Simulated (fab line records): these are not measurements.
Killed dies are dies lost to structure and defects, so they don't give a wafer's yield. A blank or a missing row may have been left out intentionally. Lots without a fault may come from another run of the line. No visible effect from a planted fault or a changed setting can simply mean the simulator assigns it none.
A single fault, viewed from 2 desks :: flow gf180mcu :: what lay behind the numbers comes last; until then each desk has only its own

## AT THE METROLOGY DESK
Lot by lot, what the gauges showed, no matter which tool ran the lot: averages of those sampled wafers that carry a number. Any lot whose mean is over 4 standard deviations away from the usual mean is out of limits and marked OUT; that distance is given in the brackets.
Columns: A = cdNm at GF_M4_CD_MEAS_14, usual 279.6 nm
lot: L821
first seen here: day 23 12:27
A: 278.6

lot: L824
first seen here: day 24 20:38
A: 281.6

lot: L827
first seen here: day 25 18:05
A: 289.6 (+7.7) OUT

lot: L829
first seen here: day 26 15:44
A: 288.5 (+6.8) OUT

lot: L833
first seen here: day 27 19:14
A: 280.6

lot: L837
first seen here: day 28 22:01
A: 279.9

lot: L838
first seen here: day 29 01:29
A: 277.7

lot: L839
first seen here: day 29 12:20
A: 280.1

lot: L840
first seen here: day 29 23:03
A: 278.9

lot: L841
first seen here: day 30 00:10
A: 280.4

lot: L842
first seen here: day 30 09:28
A: 279.0

lot: L843
first seen here: day 30 10:07
A: 281.0
This desk's finding: out of limits on L827, L829; first on L827, day 25 18:05 (cdNm at GF_M4_CD_MEAS_14). L821, L824, L833, L837, L838, L839, L840, L841, L842, L843: within limits.

## THE TOOL OWNER'S DESK: lithoTrack-01
Per lot that ran on this tool, the mean of the sampled wafers carrying a number, from the tool's own readings at GF_M4_SOFTBAKE_10 (time 60 s). Any lot whose mean is over 4 standard deviations away from the usual mean is out of limits and marked OUT; that distance is given in the brackets.
Columns: A = heaterPowerTotalW at GF_M4_SOFTBAKE_10, usual 93.06 W; B = plateTempC at GF_M4_SOFTBAKE_10, usual 130.01 C; C = resistLineTempC at GF_M4_SOFTBAKE_10, usual 23.02 C
lot: L821
first seen here: day 23 01:32
A: 93.05
B: 130.14
C: 22.84

lot: L827
first seen here: day 25 07:20
A: 88.71 (-75) OUT
B: 125.17 (-30) OUT
C: 23.05

lot: L829
first seen here: day 26 04:32
A: 88.71 (-75) OUT
B: 125.14 (-30) OUT
C: 23.06

lot: L837
first seen here: day 28 12:53
A: 93.06
B: 130.03
C: 23.04

lot: L840
first seen here: day 29 13:28
A: 93.04
B: 130.01
C: 23.03

lot: L841
first seen here: day 29 14:43
A: 93.09
B: 130.05
C: 22.93

lot: L842
first seen here: day 30 00:13
A: 93.10
B: 129.76
C: 22.95
This desk's finding: out of limits on L827, L829; first on L827, day 25 07:20 (heaterPowerTotalW at GF_M4_SOFTBAKE_10). L821, L837, L840, L841, L842: within limits.

## ALL TOGETHER
On L827, L829, at day 25 07:20, an alarm was possible from the tool owner's desk.
On L827, L829, the metrology desk was in a position to raise an alarm at day 25 18:05.
GF_M4_SOFTBAKE_10 was run on lithoTrack-01 by each of the lots named.

## WHAT HAD BEEN PUT IN BY THE SIMULATOR
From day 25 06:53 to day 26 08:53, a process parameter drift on lithoTrack-01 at GF_M4_SOFTBAKE_10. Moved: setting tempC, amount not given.
Shown lots that were struck: L827, L829.
Hours from the fault's start to each desk's first reading out of limits: the tool owner's desk, 0; the metrology desk, 11.
